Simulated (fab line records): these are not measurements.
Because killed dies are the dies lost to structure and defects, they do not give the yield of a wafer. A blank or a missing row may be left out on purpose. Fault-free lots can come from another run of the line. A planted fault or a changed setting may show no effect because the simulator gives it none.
fab line records | flow gf180mcu
record lots=7 | wafers=21 | lastDay=34
route steps=602 shown V1@335
lots untouched by any fault: they come from a run of this same line in which no faults occurred
startH: the number of hours between the record's first day and the start of the first shown wafer of the lot | waitH: time in hours since the lot's previous step | " repeats the value in the row above | L1.1+2: a row that stands for several wafers | - no value present, or no start provided | * or withheld: withheld | < > ~ a bound
route shown NAME@n: a module of which the file shows steps, and the number in the route of the first | usual: average and standard deviation across the fault-free wafers | same: alike in all rows | chamber/n: place in a boat | sites: per-site readings | _std_site: the standard deviation of these | _edge_site: the outer-site mean with the inner-site mean subtracted | radiusMm: for every site, how far away it sits from the centre of the wafer | mask NAME#n: copy n | behind: the tool/chamber that last shaped the wafer | hold: the reason the lot was held/the length of the hold in hours/how it ended | device: names the non-switching transistor (n, p or np) | end of line: the route-end tests of the same wafers | a step with no rows: only its recipe | killed: the dies lost at the first sort to structure and to defects; this is not the yield of the wafer | map: dies across one wafer; x = killed, . = not, _ = none there
set.NAME: the run value of the setting; set.NAME@STEP: its run value at that earlier step | model.NAME: the simulator's own value behind a step, which no gauge read
lots seen at some steps along the route; tables by step, rows by wafer
services: from which hour (startH, from the record's first day; less than 0 if before it) a tool's chamber was out of use, for how many hours, and why
## steps
# step GF_V1_CVD_00
# recipe material=SiO2 | targetThkNm=600 | sigmaOpenFrac=0.3 | tempC=400 | timeS=100 | sih4FlowSccm=60 | pressureMtorr=6
# step GF_V1_THK_MEAS_01
# recipe reads=SiO2_of_V1_CVD_00
# usual V1_CVD_00_THK=601/5.8
lot.wafer | tool         | chamber | startH | waitH | V1_CVD_00_THK[nm]
L374.1    | filmMetro-03 | -       | 476.39 | 0.0   | 595
L374.5    | "            | -       | "      | "     | 596
L374.6    | "            | -       | "      | "     | 596
L376.1    | filmMetro-01 | -       | 494.20 | 0.0   | 598
L376.3    | "            | -       | "      | "     | 599
L376.5    | "            | -       | "      | "     | 599
L377.1    | filmMetro-04 | -       | 497.46 | 0.0   | 602
L377.2    | "            | -       | "      | "     | 607
L377.4    | "            | -       | "      | "     | 602
L378.4    | filmMetro-04 | -       | 506.68 | 0.0   | 596
L378.5    | "            | -       | "      | "     | 606
L378.6    | "            | -       | "      | "     | 604
L386.1    | filmMetro-03 | -       | 563.40 | 0.0   | 607
L386.4    | "            | -       | "      | "     | 609
L386.5    | "            | -       | "      | "     | 608
L387.1    | filmMetro-04 | -       | 574.17 | 0.0   | 604
L387.2    | "            | -       | "      | "     | 608
L387.5    | "            | -       | "      | "     | 601
L388.3    | filmMetro-03 | -       | 581.44 | 0.1   | 606
L388.5    | "            | -       | "      | "     | 598
L388.6    | "            | -       | "      | "     | 599
# step GF_V1_CVD_02
# recipe material=SiO2 | targetThkNm=850 | precursor=TEOS | tempC=400 | timeS=94.851 | rfW=600
# usual heaterPowerW=640/87
lot.wafer | tool     | chamber | startH | waitH | heaterPowerW
L374.1    | pecvd-01 | 1       | 476.45 | 0.1   | 698
L374.5    | "        | 2       | "      | "     | 473
L374.6    | "        | 0       | "      | "     | 569
L376.1    | pecvd-01 | 2       | 494.26 | 0.1   | 570
L376.3    | "        | 1       | "      | "     | 630
L376.5    | "        | 1       | "      | "     | 700
L377.1    | pecvd-01 | 0       | 497.52 | 0.1   | 722
L377.2    | "        | 1       | "      | "     | 598
L377.4    | "        | 2       | "      | "     | 474
L378.4    | pecvd-01 | 0       | 506.74 | 0.1   | 663
L378.5    | "        | 1       | "      | "     | 596
L378.6    | "        | 2       | "      | "     | 614
L386.1    | pecvd-04 | 1       | 563.46 | 0.1   | 692
L386.4    | "        | 0       | "      | "     | 632
L386.5    | "        | 1       | "      | "     | 718
L387.1    | pecvd-01 | 1       | 574.23 | 0.1   | 649
L387.2    | "        | 2       | "      | "     | 583
L387.5    | "        | 0       | "      | "     | 705
L388.3    | pecvd-02 | 0       | 581.48 | 0.0   | 700
L388.5    | "        | 2       | "      | "     | 383
L388.6    | "        | 0       | "      | "     | 558
# step GF_V1_THK_MEAS_03
# recipe reads=SiO2_of_V1_CVD_02
# usual V1_CVD_02_THK=851/10
lot.wafer | tool         | chamber | startH | waitH | V1_CVD_02_THK[nm]
L374.1    | filmMetro-04 | -       | 476.52 | 0.0   | 854
L374.5    | "            | -       | "      | "     | 858
L374.6    | "            | -       | "      | "     | 875
L376.1    | filmMetro-03 | -       | 494.33 | 0.0   | 838
L376.3    | "            | -       | "      | "     | 841
L376.5    | "            | -       | "      | "     | 860
L377.1    | filmMetro-01 | -       | 497.58 | 0.0   | 863
L377.2    | "            | -       | "      | "     | 845
L377.4    | "            | -       | "      | "     | 852
L378.4    | filmMetro-01 | -       | 506.81 | 0.0   | 869
L378.5    | "            | -       | "      | "     | 860
L378.6    | "            | -       | "      | "     | 862
L386.1    | filmMetro-01 | -       | 563.53 | 0.0   | 842
L386.4    | "            | -       | "      | "     | 861
L386.5    | "            | -       | "      | "     | 859
L387.1    | filmMetro-03 | -       | 574.30 | 0.0   | 837
L387.2    | "            | -       | "      | "     | 852
L387.5    | "            | -       | "      | "     | 859
L388.3    | filmMetro-03 | -       | 581.57 | 0.1   | 848
L388.5    | "            | -       | "      | "     | 851
L388.6    | "            | -       | "      | "     | 871
# step GF_V1_CMP_04
# recipe material=SiO2 | downForcePsi=4 | platenRpm=60 | padVelocityMS=0.94248
# usual motorCurrentA=12.5/0.89 | timeToEndpointS=78/5.1
lot.wafer | tool   | chamber | startH | waitH | motorCurrentA | timeToEndpointS
L374.1    | cmp-02 | 2       | 476.68 | 0.1   | 11.8          | 76
L374.5    | "      | 0       | "      | "     | 12.9          | 81
L374.6    | "      | 1       | "      | "     | 13.7          | 85
L376.1    | cmp-02 | 3       | 494.39 | 0.1   | 11.7          | 70
L376.3    | "      | 2       | "      | "     | 12.4          | 73
L376.5    | "      | 3       | "      | "     | 13.4          | 80
L377.1    | cmp-01 | 3       | 497.64 | 0.1   | 11.7          | 77
L377.2    | "      | 0       | "      | "     | 10.9          | 72
L377.4    | "      | 2       | "      | "     | 13.6          | 72
L378.4    | cmp-01 | 0       | 506.99 | 0.2   | 10.5          | 80
L378.6    | "      | 1       | "      | "     | 12.3          | 81
L378.5    | "      | 2       | "      | "     | 12.4          | 76
L386.1    | cmp-02 | 0       | 563.69 | 0.1   | 13.6          | 75
L386.4    | "      | 1       | "      | "     | 13.7          | 87
L386.5    | "      | 2       | "      | "     | 11.8          | 80
L387.1    | cmp-02 | 0       | 574.41 | 0.1   | 13.0          | 75
L387.2    | "      | 1       | "      | "     | 14.0          | 82
L387.5    | "      | 0       | "      | "     | 12.8          | 84
L388.3    | cmp-02 | 3       | 581.76 | 0.2   | 11.6          | 77
L388.5    | "      | 0       | "      | "     | 13.4          | 79
L388.6    | "      | 1       | "      | "     | 13.6          | 86
# step GF_V1_BOW_MEAS_05
# recipe mode=bow
# usual V1_BOW=83/8.1
lot.wafer | tool         | chamber | startH | waitH | V1_BOW[um]
L374.1    | filmMetro-03 | -       | 476.88 | 0.1   | 84
L374.5    | "            | -       | "      | "     | 87
L374.6    | "            | -       | "      | "     | 75
L376.1    | filmMetro-04 | -       | 494.69 | 0.2   | 94
L376.3    | "            | -       | "      | "     | 84
L376.5    | "            | -       | "      | "     | 92
L377.1    | filmMetro-01 | -       | 497.94 | 0.2   | 66
L377.2    | "            | -       | "      | "     | 88
L377.4    | "            | -       | "      | "     | 80
L378.4    | filmMetro-01 | -       | 507.20 | 0.2   | 83
L378.5    | "            | -       | "      | "     | 84
L378.6    | "            | -       | "      | "     | 84
L386.1    | filmMetro-03 | -       | 563.89 | 0.1   | 75
L386.4    | "            | -       | "      | "     | 75
L386.5    | "            | -       | "      | "     | 68
L387.1    | filmMetro-01 | -       | 574.66 | 0.2   | 93
L387.2    | "            | -       | "      | "     | 71
L387.5    | "            | -       | "      | "     | 73
L388.3    | filmMetro-01 | -       | 581.95 | 0.1   | 81
L388.5    | "            | -       | "      | "     | 85
L388.6    | "            | -       | "      | "     | 75
# step GF_V1_DEHYDRATE_06
# recipe tempC=200 | timeS=60
# step GF_V1_HMDS_07
# recipe primeTimeS=60 | primeTempC=120
# step GF_V1_COAT_08
# recipe resist=BARC | tempC=withheld | timeS=withheld | spinRpm=withheld | resistThkNm=withheld
# step GF_V1_COAT_09
# recipe resist=KrF | spinRpm=withheld | resistThkNm=1000
# step GF_V1_SOFTBAKE_10
# recipe tempC=130 | timeS=60 | resist=KrF
# step GF_V1_EXPOSE_11
# recipe maskId=Via1 | targetCdNm=260 | na=0.68 | sourceShape=conventional | sigmaOuter=0.6 | doseMj=38
# step GF_V1_PEB_12
# recipe pebTempC=135 | pebTimeS=90 | resist=KrF
# usual chillPlateTempC=23.03/0.1 | exhaustPa=44.9/0.83
lot.wafer | tool          | chamber | startH | waitH | chillPlateTempC | exhaustPa
L374.1    | lithoTrack-01 | 0       | 499.77 | -     | 23.10           | 44.7
L374.5    | "             | 0       | "      | "     | 22.97           | 45.5
L374.6    | "             | 0       | "      | "     | 23.23           | 44.1
L376.1    | lithoTrack-03 | -       | 517.84 | -     | -               | -
L376.3    | "             | -       | "      | "     | -               | -
L376.5    | "             | -       | "      | "     | -               | -
L377.1    | lithoTrack-03 | -       | 521.24 | -     | -               | -
L377.2    | "             | -       | "      | "     | -               | -
L377.4    | "             | -       | "      | "     | -               | -
L378.4    | lithoTrack-03 | -       | 530.19 | -     | -               | -
L378.5    | "             | -       | "      | "     | -               | -
L378.6    | "             | -       | "      | "     | -               | -
L386.1    | lithoTrack-04 | 0       | 584.24 | -     | 22.96           | 45.2
L386.4    | "             | 0       | "      | "     | 23.26           | 44.5
L386.5    | "             | 0       | "      | "     | 22.96           | 44.3
L387.1    | lithoTrack-03 | 0       | 595.09 | -     | 22.97           | 43.9
L387.2    | "             | 0       | "      | "     | 22.96           | 44.2
L387.5    | "             | 0       | "      | "     | 22.88           | 45.0
L388.3    | lithoTrack-04 | 0       | 603.06 | -     | 23.02           | 45.7
L388.5    | "             | 0       | "      | "     | 22.97           | 44.8
L388.6    | "             | 0       | "      | "     | 23.19           | 46.0
# step GF_V1_DEVELOP_13
# recipe developTimeS=60 | resist=KrF | devTempC=21
## services
tool     | chamber | startH | hours | kind
cmp-01   | -       | 480.90 | 3.2   | pm
pecvd-02 | 0       | 491.53 | 4.3   | repair
cmp-02   | -       | 496.59 | 3.4   | repair
pecvd-01 | -       | 517.88 | 1.0   | repair
cmp-01   | -       | 533.94 | 0.7   | repair
cmp-02   | -       | 542.34 | 1.9   | repair
pecvd-01 | -       | 558.24 | 2.8   | pm
cmp-01   | -       | 572.44 | 4.0   | pm
pecvd-01 | -       | 574.50 | 1.7   | repair
cmp-01   | -       | 576.44 | -     | consumableReplace:conditioner
cmp-01   | -       | 576.44 | -     | consumableReplace:pad
## key
firstSign step=GF_V1_PEB_12 | reading=toolRecord | direction=missing
effect none on later readings
metAt GF_V1_PEB_12
struckWafers L376.1,L376.3,L376.5,L377.1,L377.2,L377.4,L378.4,L378.5,L378.6
laterRowsLeftOut L376.1,L376.3,L376.5,L377.1,L377.2,L377.4,L378.4,L378.5,L378.6
sortLeftOut L376.1,L376.3,L376.5,L377.1,L377.2,L377.4,L378.4,L378.5,L378.6
fault kind=skippedStepWhole | tool=lithoTrack-03 | chamber=- | onsetH=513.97 | steps=GF_V1_PEB_12 | scope=struckLotsOnly
# sortLeftOut: the simulated sort isn't trusted on such a fault, so these wafers' sort isn't shown, and their yield isn't known
# laterRowsLeftOut: the simulator's readings of these wafers behind a module that went badly wrong aren't trusted and aren't shown, but for the sort
